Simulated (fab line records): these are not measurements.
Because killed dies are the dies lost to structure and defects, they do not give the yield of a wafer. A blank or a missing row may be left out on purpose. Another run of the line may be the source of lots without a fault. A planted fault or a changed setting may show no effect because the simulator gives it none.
Matching of chambers / flow sky130 / SKY_VIA1_ETCH_15 on rie diel-03: 4 sister chambers
The step etches SiO2 in C4F8/O2/Ar, stops on TiN, target depth 351 nm, time 54 s. 22 wafers are shown with their chamber, then 11 later ones without.

== EACH WAFER AND ITS CHAMBER ==
wafer=L074.1; chamber=1; oes product au (a.u.)=0.979
wafer=L074.3; chamber=0; oes product au (a.u.)=0.989
wafer=L074.5; chamber=0; oes product au (a.u.)=0.991
wafer=L077.1; chamber=0; oes product au (a.u.)=0.978
wafer=L077.2; chamber=1; oes product au (a.u.)=0.975
wafer=L077.3; chamber=3; oes product au (a.u.)=0.977
wafer=L077.4; chamber=2; oes product au (a.u.)=0.987
wafer=L077.5; chamber=0; oes product au (a.u.)=0.977
wafer=L077.6; chamber=3; oes product au (a.u.)=0.973
wafer=L080.2; chamber=2; oes product au (a.u.)=0.993
wafer=L080.3; chamber=1; oes product au (a.u.)=0.992
wafer=L080.4; chamber=2; oes product au (a.u.)=0.986
wafer=L085.1; chamber=0; oes product au (a.u.)=0.984
wafer=L085.2; chamber=3; oes product au (a.u.)=0.979
wafer=L085.3; chamber=2; oes product au (a.u.)=0.985
wafer=L085.4; chamber=1; oes product au (a.u.)=0.989
wafer=L085.5; chamber=3; oes product au (a.u.)=0.974
wafer=L085.6; chamber=0; oes product au (a.u.)=0.982
wafer=L084.3; chamber=3; oes product au (a.u.)=0.981
wafer=L084.5; chamber=0; oes product au (a.u.)=0.979
wafer=L084.6; chamber=1; oes product au (a.u.)=0.982
wafer=L087.2; chamber=2; oes product au (a.u.)=0.990

SIGNATURES, as means of the wafers listed above
reading=oes product au; chamber 0=0.98286; chamber 1=0.98340; chamber 2=0.98820; chamber 3=0.97680; scatter within a chamber=0.00508
Rule: for a wafer and a chamber, the distance is found by dividing, reading by reading, the gap between the wafer's reading and the chamber's mean by the reading's scatter, squaring, summing and taking the root. If the next closest chamber is less than 2 further off than the closest, the wafer can't be placed; otherwise it belongs to the closest. The scatter: take each reading less its chamber's mean, square it, sum over the shown wafers, divide by the number of wafers less the number of chambers, and take the root.

== WAFERS WITHOUT THEIR CHAMBER ==
wafer=L087.3; oes product au (a.u.)=0.979
wafer=L087.5; oes product au (a.u.)=0.981
wafer=L093.3; oes product au (a.u.)=0.987
wafer=L093.4; oes product au (a.u.)=0.990
wafer=L093.5; oes product au (a.u.)=0.993
wafer=L092.1; oes product au (a.u.)=0.988
wafer=L092.3; oes product au (a.u.)=0.986
wafer=L092.4; oes product au (a.u.)=0.976
wafer=L096.1; oes product au (a.u.)=0.988
wafer=L096.2; oes product au (a.u.)=0.982
wafer=L096.3; oes product au (a.u.)=0.977

== CHAMBER TAKEN BY EACH ==
wafer=L087.3; from the rows above=can't be placed: 3 or 0 or 1 or 2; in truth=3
wafer=L087.5; from the rows above=can't be placed: 0 or 1 or 3 or 2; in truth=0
wafer=L093.3; from the rows above=can't be placed: 2 or 1 or 0 or 3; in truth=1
wafer=L093.4; from the rows above=can't be placed: 2 or 1 or 0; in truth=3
wafer=L093.5; from the rows above=can't be placed: 2 or 1 or 0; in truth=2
wafer=L092.1; from the rows above=can't be placed: 2 or 1 or 0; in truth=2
wafer=L092.3; from the rows above=can't be placed: 2 or 1 or 0 or 3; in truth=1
wafer=L092.4; from the rows above=can't be placed: 3 or 0 or 1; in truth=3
wafer=L096.1; from the rows above=can't be placed: 2 or 1 or 0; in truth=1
wafer=L096.2; from the rows above=can't be placed: 0 or 1 or 3 or 2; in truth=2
wafer=L096.3; from the rows above=can't be placed: 3 or 0 or 1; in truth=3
Placed correctly: 0 of 11. Can't be placed from these rows: 11 (the true chamber is among the candidates in 10). 0 placed wrongly.
